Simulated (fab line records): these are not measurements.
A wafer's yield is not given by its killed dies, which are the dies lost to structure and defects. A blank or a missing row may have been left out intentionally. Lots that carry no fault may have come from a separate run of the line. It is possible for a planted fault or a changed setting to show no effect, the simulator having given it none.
A lot that was struck, set against a sound lot | flow sfqLine | 28 steps out of a route of 325
Sound: these wafers, L419.4, L419.5, L419.6. Struck: wafers L426.2, L426.5. (L426.1 of the same lot was not struck and is left out.) The cause comes at the end.
For every step that has rows: the tool of each side, followed by ch and its chambers, followed by its first start. Under that, the readings that differ: sound wafers | struck wafers | difference of the means | sigmas: that difference in standard deviations of wafers without a fault.
alike: readings whose means differ by less than 2 such deviations, and words and numbers that are the same on both sides. not compared: withheld readings, readings that some wafer has no value for, bounds like >300 that may hide the same value, and numbers for which the record gives no deviation and whose values overlap.
Wherever a step has rows on one side only, a row that says differs or no value, or a row with sigmas, the two part there. Numbers that have no deviation but don't overlap get no sigmas and don't part them. Lack of a reading on every wafer of one side parts them only where that side has two or more wafers.

first, 6 steps without rows for these wafers: SFQ_TRILAYER_M3_LITHO_COAT_080 (resist thk 62 nm); SFQ_TRILAYER_M3_LITHO_COAT_075 (resist thk 600 nm); SFQ_TRILAYER_M3_LITHO_SOFTBAKE_079; SFQ_TRILAYER_M3_LITHO_EXPOSE_076 (exposes mask M3, target cd 500 nm); SFQ_TRILAYER_M3_LITHO_PEB_078 (peb time 60 s); SFQ_TRILAYER_M3_LITHO_DEVELOP_077 (time 60 s).
SFQ_M3_OVL_MEAS_921:
  struck on overlay-02, day 31 21:16; sound on overlay-01, day 28 11:41
  alike: M3_OVL
SFQ_TRILAYER_M3_BARC_OPEN_METAL_ETCH_100: etches BARC in O2, target depth 125 nm, time 41.7 s.
  sound on rieMetal-01 ch 0,1, day 28 11:43; struck on rieMetal-01 ch 0,1, day 31 21:17
  alike: drypumpMotorCurrentA, oesProductAu
  not compared: rfHoursCounterH
SFQ_TRILAYER_M3_ETCH_METAL_ETCH_078: etches Nb in Cl2/Ar, stops on SiO2, target depth 240 nm, time 120 s.
  sound on rieMetal-01 ch 0,1, day 28 11:48; struck on rieMetal-01 ch 0,1, day 31 21:21
  alike: drypumpMotorCurrentA, oesProductAu
  not compared: rfHoursCounterH
then, 2 steps without rows for these wafers: SFQ_TRILAYER_M3_STRIP_STRIP_079 (strips in O2); SFQ_TRILAYER_M3_STRIP_SOLV_CLEAN_080 (cleans in NMP, time 600 s).
SFQ_TRILAYER_I3_DEP_PECVD_081: deposits SiO2 from SiH4/N2O, time 111.11 s, target thk 500 nm.
  sound on pecvd-02 ch 0,1,2, day 28 12:43; struck on pecvd-01 ch 0,1, day 31 22:15
  alike: heaterPowerW, susceptorTempC, throttleValvePct
SFQ_TRILAYER_I3_CMP_CMP_082: polishes SiO2.
  sound on cmp-01 ch 1,2, day 29 20:35; struck on cmp-02 ch 2,3, day 33 10:30
reading                                            | sound           | struck      | difference | sigmas
timeToEndpointS (s)                                | 203 215 219     | 183 199     | -21        | -3
model.SiO2_of_TRILAYER_I3_DEP_PECVD_081.thkNm (nm) | 198.4 198 200.4 | 216.4 218.5 | +18.5      | 
  alike: motorCurrentA, retainingRingPressureFrac, slurryFlowMlMin
SFQ_I3_BOW_MEAS_922:
  struck on filmMetro-04, day 33 12:30; sound on filmMetro-02, day 29 23:09
  alike: I3_BOW
SFQ_TRILAYER_I3_METRO_MEASURE_083:
  struck on filmMetro-04, day 33 12:37; sound on filmMetro-02, day 29 23:49
reading    | sound             | struck      | difference | sigmas
thkNm (nm) | 198.2 198.0 200.3 | 216.4 218.4 | +18.6      | +13
then, 6 steps without rows for these wafers: SFQ_TRILAYER_I3_VIA_LITHO_COAT_090 (resist thk 62 nm); SFQ_TRILAYER_I3_VIA_LITHO_COAT_085 (resist thk 650 nm); SFQ_TRILAYER_I3_VIA_LITHO_SOFTBAKE_089; SFQ_TRILAYER_I3_VIA_LITHO_EXPOSE_086 (exposes mask I3, target cd 500 nm); SFQ_TRILAYER_I3_VIA_LITHO_PEB_088 (peb time 60 s); SFQ_TRILAYER_I3_VIA_LITHO_DEVELOP_087 (time 60 s).
-- the record jumps here: 3 days lie between the struck wafers' starts before and after --
SFQ_I3_OVL_MEAS_923:
  struck on overlay-01, day 36 21:34; sound on overlay-01, day 33 14:17
  alike: I3_OVL
then, 1 step without rows for these wafers: SFQ_TRILAYER_I3_VIA_BARC_OPEN_VIA_ETCH_121 (etches BARC in O2, target depth 125 nm, time 41.7 s).
SFQ_TRILAYER_I3_VIA_ETCH_VIA_ETCH_088: etches SiO2 in CHF3, stops on Nb, target depth 260 nm.
  sound on rieDiel-04 ch 0,1,2, day 33 14:25; struck on rieDiel-01 ch 1,2, day 36 21:39
reading                      | sound             | struck      | difference | sigmas
oesProductAu (a.u.)          | 0.844 0.854 0.862 | 0.895 0.897 | +0.043     | +7
model.I3.featureDepthNm (nm) | 198.4 198 200.4   | 216.4 218.5 | +18.5      | 
model.etch.depthNm (nm)      | 198.4 198 200.4   | 216.4 218.5 | +18.5      | 
  alike: drypumpMotorCurrentA
SFQ_TRILAYER_I3_VIA_STRIP_STRIP_089: strips in O2.
  sound on rieMetal-01 ch 0,1, day 33 14:44; struck on rieMetal-01 ch 1, day 36 21:46
  alike: drypumpMotorCurrentA, oesProductAu
  not compared: rfHoursCounterH
then, 1 step without rows for these wafers: SFQ_TRILAYER_I3_VIA_STRIP_SOLV_CLEAN_090 (cleans in NMP, time 600 s).
SFQ_TRILAYER_M4_DEP_PRE_CLEAN_092: time 22.5 s.
  struck on pvdSputter-05, day 36 22:32; sound on pvdSputter-04, day 33 15:26
reading                                            | sound             | struck    | difference | sigmas
model.SiO2_of_TRILAYER_I3_DEP_PECVD_081.thkNm (nm) | 190.9 190.5 192.9 | 208.9 211 | +18.5      | 
SFQ_TRILAYER_M4_DEP_SPUTTER_091: material Nb, target thk 200 nm, time 133.3 s.
  struck on pvdSputter-05, day 36 22:34; sound on pvdSputter-04, day 33 15:28
  alike: basePressurePa, chamberPressurePa, throttleValvePct

== WHERE THEY PART ==
Earliest at SFQ_TRILAYER_I3_CMP_CMP_082; latest, in this record, at SFQ_TRILAYER_I3_VIA_ETCH_VIA_ETCH_088. Later steps at which nothing parts them and some readings are alike: SFQ_TRILAYER_I3_VIA_STRIP_STRIP_089, SFQ_TRILAYER_M4_DEP_SPUTTER_091.

WHY: what had been put in by the simulator
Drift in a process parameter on cmp-02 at SFQ_TRILAYER_I3_CMP_CMP_082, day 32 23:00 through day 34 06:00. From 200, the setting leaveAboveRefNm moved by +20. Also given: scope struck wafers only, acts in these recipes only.
